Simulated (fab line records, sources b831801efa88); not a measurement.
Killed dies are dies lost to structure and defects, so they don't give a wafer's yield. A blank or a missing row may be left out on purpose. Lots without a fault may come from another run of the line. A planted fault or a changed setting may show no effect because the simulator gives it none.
fab line records | flow sky130
record lots=6 wafers=18 last_day=50
route steps=708 shown CONTACT@410
lots that met no fault: from a run of the same line without faults
start_h: hours from the record's first day to the start of the lot's first wafer shown | wait_h: hours since the lot's step before | " the same as in the row above | L1.1+2: a row that stands for several wafers | - no value, or no start given | * or withheld: withheld | < > ~ a bound
route shown NAME@n: a module of which the file shows steps, and the number in the route of the first | usual: mean/standard deviation of fault-free wafers | same: alike in all rows | chamber/n: place in a boat | sites: the reading at each site | _std_site: their standard deviation | _edge_site: outer sites' mean less inner sites' | radius_mm: how far each site lies from the wafer's centre | mask NAME#n: copy n | behind: the tool/chamber that last shaped the wafer | hold: why the lot was held/for how many hours/how that ended | device: the transistor (n, p or np) that didn't switch | end of line: the same wafers' tests at the end of the route | a step without rows: its recipe alone | killed: dies lost to structure and defects at the first sort, not the wafer's yield | map: a wafer's dies, x killed, . not, _ none there
set.NAME: the setting as run; set.NAME@STEP: as run at that earlier step | model.NAME: the simulator's own value behind a step, which no gauge read
lots at some steps of the route; a table a step, a row a wafer
services: from which hour (start_h, from the record's first day; less than 0 if before it) a tool's chamber was out of use, for how many hours, and why
## steps
# step SKY_CONTACT_CMP_04
# recipe material=SiO2 down_force_psi=4 platen_rpm=60 pad_velocity_m_s=0.94248
# usual motor_current_A=12.4/1.1 time_to_endpoint_s=82/3.6
# columns lot.wafer tool chamber start_h wait_h motor_current_A time_to_endpoint_s
L226.4 cmp-02 2 711.23 0.0 10.3 84
L226.2 " 0 " " 13.4 84
L226.5 " 2 " " 10.2 89
L228.2 cmp-01 2 729.18 0.2 11.7 82
L228.6 " 3 " " 14.6 86
L228.5 " 0 " " 13.0 85
L243.4 cmp-02 1 852.16 0.0 13.6 79
L243.3 " 3 " " 12.0 81
L243.5 " 1 " " 14.3 81
L245.2 cmp-01 2 853.84 0.0 11.9 82
L245.5 " 2 " " 11.8 82
L245.6 " 3 " " 14.0 88
L246.4 cmp-01 1 860.10 0.0 11.9 78
L246.2 " 2 " " 12.3 77
L246.1 " 3 " " 13.5 82
L247.3 cmp-01 0 868.87 0.0 12.8 77
L247.2 " 2 " " 11.9 77
L247.5 " 1 " " 12.4 80
# step SKY_CONTACT_BOW_MEAS_05
# recipe mode=bow
# usual CONTACT_BOW=84/7.6
# columns lot.wafer tool chamber start_h wait_h CONTACT_BOW[um]
L226.2 film_metro-02 - 711.55 0.2 87
L226.4 " - " " 88
L226.5 " - " " 77
L228.2 film_metro-04 - 729.35 0.1 80
L228.5 " - " " 85
L228.6 " - " " 100
L243.3 film_metro-04 - 852.50 0.2 74
L243.4 " - " " 71
L243.5 " - " " 70
L245.2 film_metro-02 - 854.16 0.3 79
L245.5 " - " " 69
L245.6 " - " " 88
L246.1 film_metro-03 - 860.40 0.1 76
L246.2 " - " " 87
L246.4 " - " " 88
L247.2 film_metro-03 - 869.19 0.2 87
L247.3 " - " " 86
L247.5 " - " " 83
# step SKY_CONTACT_DEHYDRATE_06
# recipe temp_c=200 time_s=60
# step SKY_CONTACT_HMDS_07
# recipe prime_time_s=60 prime_temp_c=120
# step SKY_CONTACT_COAT_08
# recipe resist=BARC temp_c=withheld time_s=withheld spin_rpm=3000 resist_thk_nm=60
# step SKY_CONTACT_COAT_09
# recipe resist=KrF-thick spin_rpm=3000 resist_thk_nm=450
# step SKY_CONTACT_SOFTBAKE_10
# recipe temp_c=100 time_s=90 resist=KrF-thick
# step SKY_CONTACT_EXPOSE_11
# recipe mask_id=CTM1 na=0.8 source_shape=annular sigma_inner=0.55 sigma_outer=0.85 target_cd_nm=170 dose_mj=38
# step SKY_CONTACT_PEB_12
# recipe peb_temp_c=withheld peb_time_s=withheld resist=KrF-thick
# step SKY_CONTACT_DEVELOP_13
# recipe develop_time_s=60 resist=KrF-thick dev_temp_c=21
# step SKY_CONTACT_CD_MEAS_14
# recipe target_cd_nm=170
# usual cd_nm=169.9/1.7
# columns lot.wafer tool chamber start_h wait_h cd_nm
L226.2 cd_sem-01 - 738.99 - 171.1
L226.4 " - " " 171.8
L226.5 " - " " 172.2
L228.2 cd_sem-02 - 757.62 - 168.5
L228.5 " - " " 169.3
L228.6 " - " " 170.0
L243.3 cd_sem-01 - 877.91 - 168.5
L243.4 " - " " 168.9
L243.5 " - " " 169.3
L245.2 cd_sem-01 - 879.99 - 169.4
L245.5 " - " " 167.7
L245.6 " - " " 168.4
L246.1 cd_sem-01 - 886.61 - 171.3
L246.2 " - " " 169.9
L246.4 " - " " 169.1
L247.2 cd_sem-01 - 895.45 - 172.5
L247.3 " - " " 172.9
L247.5 " - " " 172.0
# step SKY_CONTACT_OVL_MEAS_15
# usual CONTACT_OVL=2/5.1
# columns lot.wafer tool chamber start_h wait_h CONTACT_OVL[nm]
L226.2 overlay-01 - 739.10 0.1 5
L226.4 " - " " 5
L226.5 " - " " 9
L228.2 overlay-02 - 757.73 0.1 -2
L228.5 " - " " -7
L228.6 " - " " -4
L243.3 overlay-02 - 878.00 0.1 -4
L243.4 " - " " -4
L243.5 " - " " -5
L245.2 overlay-02 - 880.09 0.1 11
L245.5 " - " " 10
L245.6 " - " " 12
L246.1 overlay-02 - 886.73 0.1 1
L246.2 " - " " -1
L246.4 " - " " 7
L247.2 overlay-02 - 895.56 0.1 13
L247.3 " - " " 5
L247.5 " - " " 3
# step SKY_CONTACT_ETCH_16
# recipe chemistry=N2/H2 target=BARC ion_energy_ev=200 source_w=500 bias_w=100 pressure_mtorr=30 n2_flow_sccm=100 h2_flow_sccm=200 stop_on=SiO2 time_s=45.9 target_depth_a=600
# usual drypump_motor_current_A=5.7/0.55 n2_flow_sccm=100.0/0.32 oes_product_au=0.855/0.0048 run_length_s=74.14/0.28 throttle_valve_pct=13.226/0.0092
# columns lot.wafer tool chamber start_h wait_h drypump_motor_current_A n2_flow_sccm oes_product_au rf_hours_counter_h run_length_s throttle_valve_pct model.KrF-thick_of_CONTACT_COAT_09.thk_nm
L226.2 rie_diel-02 0 739.13 0.0 6.4 100.3 0.864 5 74.25 13.226 393.9
L226.4 " 3 " " 5.4 99.7 0.856 17 73.82 13.225 393.9
L226.5 " 2 " " 5.7 99.7 0.859 - 74.12 13.221 394.2
L228.2 rie_diel-02 0 757.76 0.0 6.4 99.8 0.856 6 74.11 13.213 393.1
L228.5 " 1 " " 5.0 99.8 0.857 - 74.33 13.208 394.9
L228.6 " 2 " " 5.7 100.2 0.855 - 74.54 13.228 395.4
L243.3 rie_diel-02 1 878.03 0.0 5.0 99.7 0.825 18 76.46 13.205 388.7
L243.4 " 0 " " 6.4 99.5 0.843 10 76.59 13.228 388.9
L243.5 " 1 " " 5.0 99.8 0.835 - 76.64 13.226 388.7
L245.2 rie_diel-02 2 880.12 0.0 5.7 100.0 0.832 11 76.84 13.211 392.1
L245.5 " 0 " " 6.4 100.3 0.833 - 76.98 13.223 393
L245.6 " 1 " " 5.0 100.1 0.841 - 76.63 13.226 392.6
L246.1 rie_diel-01 1 886.77 0.0 5.1 100.2 0.848 5 73.75 13.230 391.2
L246.2 " 0 " " 6.1 100.1 0.857 12 74.33 13.231 391.8
L246.4 " 2 " " 6.7 99.8 0.847 21 74.13 13.236 389.1
L247.2 rie_diel-04 2 895.59 0.0 5.8 100.3 0.858 11 74.19 13.218 393.2
L247.3 " 3 " " 5.3 99.9 0.844 22 74.07 13.219 390.9
L247.5 " 3 " " 5.3 100.6 0.857 - 73.80 13.224 391.9
# step SKY_CONTACT_ETCH_17
# recipe target=SiO2 chemistry=C4F8/O2/Ar stop_on=Si3N4 mask_material=KrF-thick source_w=1500 bias_w=1200 pressure_mtorr=40 c4f8_flow_sccm=withheld O2_flow_sccm=6 Ar_flow_sccm=300 time_s=withheld target_depth_a=3400
# usual oes_product_au=0.891/0.0048
# columns lot.wafer tool chamber start_h wait_h oes_product_au
L226.2 rie_diel-02 0 739.17 0.0 0.892
L226.4 " 3 " " 0.895
L226.5 " 2 " " 0.897
L228.2 rie_diel-02 0 757.80 0.0 0.896
L228.5 " 1 " " 0.891
L228.6 " 2 " " 0.890
L243.3 rie_diel-02 1 878.07 0.0 0.881
L243.4 " 0 " " 0.897
L243.5 " 1 " " 0.888
L245.2 rie_diel-02 2 880.17 0.0 0.895
L245.5 " 0 " " 0.889
L245.6 " 1 " " 0.888
L246.1 rie_diel-01 1 886.81 0.0 0.887
L246.2 " 0 " " 0.888
L246.4 " 2 " " 0.896
L247.2 rie_diel-04 2 895.63 0.0 0.885
L247.3 " 3 " " 0.890
L247.5 " 3 " " 0.883
## services
# columns tool chamber start_h hours kind
rie_diel-02 2 692.23 22.1 repair
rie_diel-01 1 704.48 - clean
rie_diel-02 3 715.83 10.1 repair
cmp-01 - 726.77 2.1 repair
rie_diel-02 2 731.36 3.7 repair
cmp-02 - 739.39 1.2 repair
cmp-02 - 740.82 0.4 repair
cmp-02 - 744.00 4.0 pm
cmp-02 - 751.46 6.3 pm
cmp-01 - 762.72 8.1 pm
rie_diel-04 1 768.69 6.8 repair
rie_diel-04 2 777.00 13.1 repair
cmp-02 - 784.70 2.3 repair
cmp-02 - 788.88 1.8 repair
rie_diel-01 - 792.92 1.2 repair
cmp-01 - 806.47 1.4 repair
rie_diel-01 0 811.80 5.9 repair
rie_diel-02 2 818.28 4.8 repair
rie_diel-04 1 832.15 3.6 repair
rie_diel-04 3 832.53 5.7 repair
rie_diel-01 - 841.35 0.4 repair
cmp-01 - 843.55 3.4 repair
rie_diel-02 3 890.81 4.0 repair
rie_diel-01 1 892.57 3.4 repair
## key
first_sign step=SKY_CONTACT_ETCH_16 reading=run_length_s direction=up sigmas=9.2 usual=* struck=*
effect step=SKY_CONTACT_ETCH_16 reading=oes_product_au direction=down sigmas=4.3 usual=0.855 struck=0.835
model_effect step=SKY_CONTACT_ETCH_16 value=KrF-thick_of_CONTACT_COAT_09.thk_nm without=392.9 struck=390.7
met_at SKY_CONTACT_ETCH_16
struck_wafers L243.3,L243.4,L243.5,L245.2,L245.5,L245.6
sort_left_out L243.3,L243.4,L243.5,L245.2,L245.5,L245.6
tester_left_out L243,L245
onset_between 757.76 878.03
fault kind=process_parameter_drift tool=rie_diel-02 chamber=- onset_h=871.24 steps=SKY_CONTACT_ETCH_16 channel=time_s offset=* shape=step end_h=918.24 acts_in=* stated=*
# tester_left_out: of these lots the tester's yield and bins aren't shown, on N5 and GAA mostly nor the transistor test; their killed dies are dies lost to structure and defects alone, not to doping, threshold or leakage, so they don't give the yield
# sort_left_out: the simulated sort isn't trusted on such a fault, so these wafers' sort isn't shown, and their yield isn't known
